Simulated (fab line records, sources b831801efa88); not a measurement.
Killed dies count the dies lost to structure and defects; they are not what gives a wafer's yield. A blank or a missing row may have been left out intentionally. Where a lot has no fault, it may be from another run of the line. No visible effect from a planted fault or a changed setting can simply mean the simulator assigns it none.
Chamber matching    flow gf180mcu    GF_STI_CMP_25 on cmp-02 has 4 sister chambers
The step polishes, stops on Si3N4, t overpolish 33 s, target thk 524.6 nm. 8 wafers are shown with their chamber, then 8 later ones without.

## WAFERS WITH THEIR CHAMBER
wafer   chamber  motorCurrentA (A)  timeToEndpointS (s)
L084.6  2        11.9               120
L086.3  3        12.6               129
L087.1  1        11.2               107
L087.6  3        13.3               128
L088.1  0        11.0               113
L088.2  1        12.0               111
L088.6  2        11.9               119
L089.1  0        11.0               118

## WAFERS MISSING THEIR CHAMBER
wafer   motorCurrentA (A)  timeToEndpointS (s)
L089.4  11.6               115
L089.6  11.1               117
L092.1  11.5               127
L092.5  11.4               109
L092.6  12.3               121
L096.1  11.5               116
L096.4  10.8               120
L096.5  12.9               138

## WHICH CHAMBER EACH ONE RAN IN
wafer   from the rows above           in truth
L089.4  can't be placed: 0 or 2 or 1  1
L089.6  can't be placed: 0 or 2       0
L092.1  can't be placed: 2 or 3 or 0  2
L092.5  1                             1
L092.6  2                             2
L096.1  can't be placed: 0 or 2 or 1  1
L096.4  can't be placed: 0 or 2       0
L096.5  3                             3
3 of 8 placed correctly. Can't be placed from these rows: 5 (the true chamber is among the candidates in 5). Placed wrongly: 0.
How it was worked out, from the rows above alone: a wafer's distance from a chamber is the root of the sum, over the readings, of the square of ((its reading less the chamber's mean) divided by the reading's scatter). If the next closest chamber is less than 2 further off than the closest, the wafer can't be placed; otherwise it belongs to the closest. The mean given for a chamber averages the wafers shown for that chamber. The scatter is the square root of a quotient: the sum, over the shown wafers, of each reading's squared deviation from its chamber's mean, divided by wafers minus chambers.
